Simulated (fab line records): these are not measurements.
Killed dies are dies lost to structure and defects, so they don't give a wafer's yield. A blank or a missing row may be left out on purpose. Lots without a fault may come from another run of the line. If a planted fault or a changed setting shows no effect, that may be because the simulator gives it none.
fab line records -- flow sky130
record lots=7, wafers=21, last-day=50
route steps=708 shown POLY_GATE@236 LDD_N@237
lots that met no fault: from a run of the same line without faults
start-h: hours from the record's opening day to when the first of the lot's shown wafers began -- wait-h: hours from the lot's prior step to this one -- " unchanged from the row above -- L1.1+2: one row covering several wafers at once -- - value missing, or start not given -- * or withheld: withheld -- < > ~ a bound
route shown NAME@n: NAME is a module with steps in the file, n the number in the route of the first one -- usual: mean/standard deviation of fault-free wafers -- same: alike in all rows -- chamber/n: place in a boat -- sites: each site's reading -- _std_site: how widely they spread, as a standard deviation -- _edge_site: mean of outer sites minus mean of inner sites -- radius-mm: for every site, how far away it sits from the centre of the wafer -- mask NAME#n: copy n -- behind: the most recent tool/chamber to have shaped the wafer -- hold: what put the lot on hold/how long, in hours/how the hold closed -- device: transistor that didn't switch, given as n, p or np -- end of line: the route-end tests of the same wafers -- a step without rows: its recipe alone -- killed: the dies lost at the first sort to structure and to defects; this is not the yield of the wafer -- map: the dies of a wafer, with x for killed, . for not killed, _ for no die there
set.NAME: the setting that was run; set.NAME@STEP: the one run at that earlier step -- model.NAME: the simulator's own value behind a step, which no gauge read
lots at selected steps of the route; one table per step, one row per wafer
services: from which hour (start-h, from the record's first day; less than 0 if before it) a tool's chamber was out of use, for how many hours, and why
## steps
# step SKY_POLY_GATE_CD_MEAS_22
# usual cd-nm=150/3.2
lot.wafer,tool,chamber,start-h,wait-h,cd-nm
L390.1,cd-sem-02,-,462.46,0.1,148
L390.2,cd-sem-02,-,462.46,0.1,157
L390.5,cd-sem-02,-,462.46,0.1,153
L392.1,cd-sem-02,-,468.90,0.1,154
L392.4,cd-sem-02,-,468.90,0.1,151
L392.5,cd-sem-02,-,468.90,0.1,149
L393.1,cd-sem-02,-,481.16,0.1,153
L393.3,cd-sem-02,-,481.16,0.1,146
L393.5,cd-sem-02,-,481.16,0.1,148
L395.4,cd-sem-01,-,515.95,0.1,149
L395.5,cd-sem-01,-,515.95,0.1,144
L395.6,cd-sem-01,-,515.95,0.1,152
L398.3,cd-sem-02,-,543.02,0.1,153
L398.5,cd-sem-02,-,543.02,0.1,151
L398.6,cd-sem-02,-,543.02,0.1,153
L402.1,cd-sem-02,-,571.05,0.1,149
L402.2,cd-sem-02,-,571.05,0.1,150
L402.6,cd-sem-02,-,571.05,0.1,151
L404.3,cd-sem-02,-,579.78,0.1,151
L404.4,cd-sem-02,-,579.78,0.1,149
L404.5,cd-sem-02,-,579.78,0.1,149
# step SKY_LDD_N_DEHYDRATE_00
# recipe temp-c=200, time-s=60
# step SKY_LDD_N_HMDS_01
# recipe prime-time-s=60, prime-temp-c=120
# step SKY_LDD_N_COAT_02
# recipe resist=NOVOLAK, spin-rpm=3000, resist-thk-nm=300
# step SKY_LDD_N_SOFTBAKE_03
# recipe temp-c=90, time-s=60, resist=NOVOLAK
# step SKY_LDD_N_EXPOSE_04
# recipe mask-id=NTM, target-cd-nm=840, na=0.6, source-shape=conventional, sigma-outer=0.6, dose-mj=110
# step SKY_LDD_N_PEB_05
# recipe temp-c=withheld, time-s=*, resist=NOVOLAK
# step SKY_LDD_N_DEVELOP_06
# recipe develop-time-s=60, dev-temp-c=23.6
# step SKY_LDD_N_OVL_MEAS_07
# usual LDD_N_OVL=-0.6/1.2
lot.wafer,tool,chamber,start-h,wait-h,LDD_N_OVL[nm]
L390.1,overlay-02,-,492.55,0.1,-0.1
L390.2,overlay-02,-,492.55,0.1,0.1
L390.5,overlay-02,-,492.55,0.1,0.0
L392.1,overlay-02,-,498.59,0.1,-1.2
L392.4,overlay-02,-,498.59,0.1,-1.5
L392.5,overlay-02,-,498.59,0.1,-2.7
L393.1,overlay-01,-,511.30,0.1,0.0
L393.3,overlay-01,-,511.30,0.1,-0.1
L393.5,overlay-01,-,511.30,0.1,-0.7
L395.4,overlay-02,-,545.76,0.1,-0.2
L395.5,overlay-02,-,545.76,0.1,1.0
L395.6,overlay-02,-,545.76,0.1,2.4
L398.3,overlay-02,-,573.11,0.1,0.8
L398.5,overlay-02,-,573.11,0.1,1.1
L398.6,overlay-02,-,573.11,0.1,1.2
L402.1,overlay-01,-,600.71,0.1,-0.9
L402.2,overlay-01,-,600.71,0.1,-0.3
L402.6,overlay-01,-,600.71,0.1,-2.1
L404.3,overlay-02,-,609.12,0.1,-1.6
L404.4,overlay-02,-,609.12,0.1,-1.8
L404.5,overlay-02,-,609.12,0.1,-1.5
# step SKY_LDD_N_IMPLANT_08
# recipe species=As, energy-kev=20, dose-cm2=7.5e+13, tilt-deg=withheld, rotation-deg=23
# step SKY_LDD_N_IMPLANT_09
# recipe species=As, energy-kev=20, dose-cm2=7.5e+13, tilt-deg=withheld, rotation-deg=113
# step SKY_LDD_N_IMPLANT_10
# recipe species=As, energy-kev=20, dose-cm2=7.5e+13, tilt-deg=withheld, rotation-deg=203
# step SKY_LDD_N_IMPLANT_11
# recipe species=As, energy-kev=20, dose-cm2=7.5e+13, tilt-deg=withheld, rotation-deg=293
# usual beam-energy-keV=19.999/0.0061, beam-on-s=10.01/0.21, end-station-pressure-torr=5.35e-06/2.7e-07
lot.wafer,tool,chamber,start-h,wait-h,beam-energy-keV,beam-on-s,end-station-pressure-torr
L390.1,implanter-04,0,493.04,0.1,20.009,9.69,5.29e-06
L390.2,implanter-04,0,493.04,0.1,20.009,9.74,5.14e-06
L390.5,implanter-04,0,493.04,0.1,19.997,9.93,4.97e-06
L392.1,implanter-02,-,499.08,0.1,-,-,-
L392.4,implanter-02,-,499.08,0.1,-,-,-
L392.5,implanter-02,-,499.08,0.1,-,-,-
L393.1,implanter-02,-,511.79,0.1,-,-,-
L393.3,implanter-02,-,511.79,0.1,-,-,-
L393.5,implanter-02,-,511.79,0.1,-,-,-
L395.4,implanter-02,-,546.30,0.1,-,-,-
L395.5,implanter-02,-,546.30,0.1,-,-,-
L395.6,implanter-02,-,546.30,0.1,-,-,-
L398.3,implanter-02,0,573.64,0.1,20.017,10.20,5.74e-06
L398.5,implanter-02,0,573.64,0.1,20.006,10.04,5.38e-06
L398.6,implanter-02,0,573.64,0.1,20.002,10.14,5.82e-06
L402.1,implanter-04,0,601.19,0.1,19.989,9.51,4.91e-06
L402.2,implanter-04,0,601.19,0.1,19.994,10.09,5.25e-06
L402.6,implanter-04,0,601.19,0.1,19.991,10.14,5.4e-06
L404.3,implanter-04,0,609.64,0.1,19.999,9.96,5.61e-06
L404.4,implanter-04,0,609.64,0.1,19.989,9.69,5.03e-06
L404.5,implanter-04,0,609.64,0.1,19.994,9.80,4.91e-06
# step SKY_LDD_N_IMPLANT_12
# recipe species=BF2, energy-kev=50, dose-cm2=5e+12, tilt-deg=30, rotation-deg=0
# step SKY_LDD_N_IMPLANT_13
# recipe species=BF2, energy-kev=50, dose-cm2=5e+12, tilt-deg=30, rotation-deg=90
# step SKY_LDD_N_IMPLANT_14
# recipe species=BF2, energy-kev=50, dose-cm2=5e+12, tilt-deg=30, rotation-deg=180
# step SKY_LDD_N_IMPLANT_15
# recipe species=BF2, energy-kev=50, dose-cm2=5e+12, tilt-deg=30, rotation-deg=270
# step SKY_LDD_N_STRIP_16
# recipe chemistry=O2/N2, power-w=1400, pressure-mtorr=1500, platen-temp-c=withheld, o2-flow-sccm=3000, n2-flow-sccm=300, overash-fraction=0.5
# usual drypump-motor-current-A=5.4/0.42, oes-product-au=0.405/0.0046, strip-time-to-endpoint-s=4.311/0.015
lot.wafer,tool,chamber,start-h,wait-h,drypump-motor-current-A,oes-product-au,rf-hours-counter-h,strip-time-to-endpoint-s
L390.1,plasma-asher-03,1,493.79,0.1,5.0,0.402,84,4.308
L390.2,plasma-asher-03,0,493.79,0.1,6.0,0.408,84,4.322
L390.5,plasma-asher-03,1,493.79,0.1,5.0,0.409,-,4.314
L392.1,plasma-asher-04,0,499.83,0.1,5.7,0.397,34,4.119
L392.4,plasma-asher-04,1,499.83,0.1,5.1,0.407,-,4.156
L392.5,plasma-asher-04,0,499.83,0.1,5.7,0.405,-,4.148
L393.1,plasma-asher-04,0,512.54,0.1,5.7,0.423,36,4.110
L393.3,plasma-asher-04,0,512.54,0.1,5.7,0.414,-,4.141
L393.5,plasma-asher-04,0,512.54,0.1,5.7,0.405,-,4.113
L395.4,plasma-asher-04,0,547.01,0.1,5.7,0.404,-,4.144
L395.5,plasma-asher-04,0,547.01,0.1,5.7,0.403,-,4.127
L395.6,plasma-asher-04,1,547.01,0.1,5.1,0.411,-,4.124
L398.3,plasma-asher-03,0,574.37,0.1,6.0,0.406,-,4.291
L398.5,plasma-asher-03,0,574.37,0.1,6.0,0.400,-,4.299
L398.6,plasma-asher-03,1,574.37,0.1,4.9,0.403,-,4.300
L402.1,plasma-asher-01,0,601.94,0.1,4.9,0.406,16,4.318
L402.2,plasma-asher-01,1,601.94,0.1,5.8,0.414,16,4.309
L402.6,plasma-asher-01,0,601.94,0.1,4.9,0.404,-,4.323
L404.3,plasma-asher-01,1,610.38,0.1,5.8,0.415,-,4.325
L404.4,plasma-asher-01,0,610.38,0.1,4.9,0.411,-,4.350
L404.5,plasma-asher-01,1,610.38,0.1,5.8,0.412,-,4.355
# step SKY_LDD_N_TW_MEAS_17
# usual LDD_N_TW=2578/24
lot.wafer,tool,chamber,start-h,wait-h,LDD_N_TW
L390.1,film-metro-03,-,493.89,0.1,2604
L390.2,film-metro-03,-,493.89,0.1,2605
L390.5,film-metro-03,-,493.89,0.1,2591
L392.1,film-metro-02,-,499.93,0.1,2438
L392.4,film-metro-02,-,499.93,0.1,2438
L392.5,film-metro-02,-,499.93,0.1,2450
L393.1,film-metro-03,-,512.64,0.1,2469
L393.3,film-metro-03,-,512.64,0.1,2467
L393.5,film-metro-03,-,512.64,0.1,2470
L395.4,film-metro-02,-,547.11,0.1,2427
L395.5,film-metro-02,-,547.11,0.1,2445
L395.6,film-metro-02,-,547.11,0.1,2433
L398.3,film-metro-01,-,574.46,0.1,2537
L398.5,film-metro-01,-,574.46,0.1,2537
L398.6,film-metro-01,-,574.46,0.1,2534
L402.1,film-metro-02,-,602.04,0.1,2590
L402.2,film-metro-02,-,602.04,0.1,2583
L402.6,film-metro-02,-,602.04,0.1,2592
L404.3,film-metro-03,-,610.46,0.1,2597
L404.4,film-metro-03,-,610.46,0.1,2599
L404.5,film-metro-03,-,610.46,0.1,2608
## services
tool,chamber,start-h,hours,kind
plasma-asher-01,-,481.46,3.8,repair
implanter-04,-,497.84,0.8,repair
implanter-04,-,511.71,2.0,repair
implanter-04,-,521.40,4.9,repair
plasma-asher-01,-,557.41,2.3,repair
plasma-asher-03,-,568.71,1.1,repair
plasma-asher-03,-,570.49,1.9,repair
implanter-02,-,583.74,2.8,repair
## key
first-sign step=SKY_LDD_N_IMPLANT_11, reading=tool-record, direction=missing
effect step=SKY_LDD_N_STRIP_16, reading=strip-time-to-endpoint-s, direction=down, sigmas=12, usual=*, struck=*
effect step=SKY_LDD_N_TW_MEAS_17, reading=LDD_N_TW, direction=down, sigmas=5.4, usual=2578, struck=2448
met-at SKY_LDD_N_IMPLANT_11
struck-wafers L392.1,L392.4,L392.5,L393.1,L393.3,L393.5,L395.4,L395.5,L395.6
later-rows-left-out L392.1,L392.4,L392.5,L393.1,L393.3,L393.5,L395.4,L395.5,L395.6
sort-left-out L392.1,L392.4,L392.5,L393.1,L393.3,L393.5,L395.4,L395.5,L395.6
tester-left-out L392,L393,L395
fault kind=skipped-step-whole, tool=implanter-02, chamber=-, onset-h=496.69, steps=SKY_LDD_N_IMPLANT_11, scope=struck-lots-only
# tester-left-out: of these lots the tester's yield and bins aren't shown, on N5 and GAA mostly nor the transistor test; their killed dies are dies lost to structure and defects alone, not to doping, threshold or leakage, so they don't give the yield
# sort-left-out: the simulated sort isn't trusted on such a fault, so these wafers' sort isn't shown, and their yield isn't known
# later-rows-left-out: the simulator's readings of these wafers behind a module that went badly wrong aren't trusted and aren't shown, but for the sort
